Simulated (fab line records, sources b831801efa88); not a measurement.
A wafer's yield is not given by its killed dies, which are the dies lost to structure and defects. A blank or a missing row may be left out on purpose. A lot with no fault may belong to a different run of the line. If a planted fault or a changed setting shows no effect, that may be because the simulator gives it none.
Problem report, 8D (eight disciplines) form, completed by code | flow sky130 | the parts of the form that need people (team, actions taken, sign-off) are left out

== 1. WHAT IS WRONG ==
Mean of cathodeDcPowerW at SKY_METAL3_SPUTTER_00: 3581.0 W across 6 wafers in 2 lots; on wafers with no fault it is 3000.0 W (standard deviation 0.54). That is +99 or more standard deviations from the usual mean.
The step: material Ti, target thk 15 nm, time 10 s.
Earliest sighting: wafer L334.3 on pvdSputter-01 at day 39 10:42. At this step, 36 wafers from 12 lots have a number in the record. Rule for "out", or "out of limits": more than 4 standard deviations from the usual mean. The rest of the wafers with a number are treated as sound.

== 2. WHAT IT IS, AND WHAT IT ISN'T ==
question                    | is                     | is not
which readings at this step | cathodeDcPowerW        | throttleValvePct
which lots                  | L334, L337             | L325, L326, L327, L329, L331, L332, L341, L343, L346, L347
which wafers of those lots  | all that have a number | -
read on which tools         | pvdSputter-01          | pvdSputter-02, pvdSputter-03
when                        | from day 39 10:42      | up to then (18 sound wafers); but 12 sound wafers of L341, L343, L346, L347 came after

== 3. SUSPECTS, AND WHAT RULES EACH OUT ==
Counting: a tool at a process step up to the reading stays a suspect if it ran every lot that is out and no sound lot after the first of them.
- pvdSputter-01 at SKY_METAL3_SPUTTER_00 (material Ti, target thk 15 nm, time 10 s): kept. It processed each lot that is out, first L334 at day 39 10:42, and no sound lot thereafter; up to then, the last sound lot it processed was L329 at day 37 17:48. Out on those wafers are its own readings of cathodeDcPowerW.
Remaining after the count: pvdSputter-01 at SKY_METAL3_SPUTTER_00.

== 4. THE CAUSE (what the simulator had put in) ==
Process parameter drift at SKY_METAL3_SPUTTER_00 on pvdSputter-01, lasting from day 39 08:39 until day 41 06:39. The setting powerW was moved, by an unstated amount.
This tool alone remained once counting was done.

== 5. THE CHAIN OF EFFECTS, in route order ==
Each row: a reading whose mean over the struck wafers that have a number lies more than 3 standard deviations from the usual. Only readings whose record carries a usual standard deviation are examined. hours: median over the lots of the time between each lot's start at the first step of this table that gives one and its start at this step. sigmas: the change, counted in usual standard deviations.
hours | step                  | reading         | usual    | on struck wafers | change | sigmas
0     | SKY_METAL3_SPUTTER_00 | cathodeDcPowerW | 3000.0 W | 3581.0           | +581.0 | +99 or more
Its process steps:
- SKY_METAL3_SPUTTER_00: material Ti, target thk 15 nm, time 10 s.

== 6. WHAT WOULD HAVE CAUGHT IT SOONER ==
In this record no reading fell out of limits until day 39 10:42, 2 hours after the fault had begun at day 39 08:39.
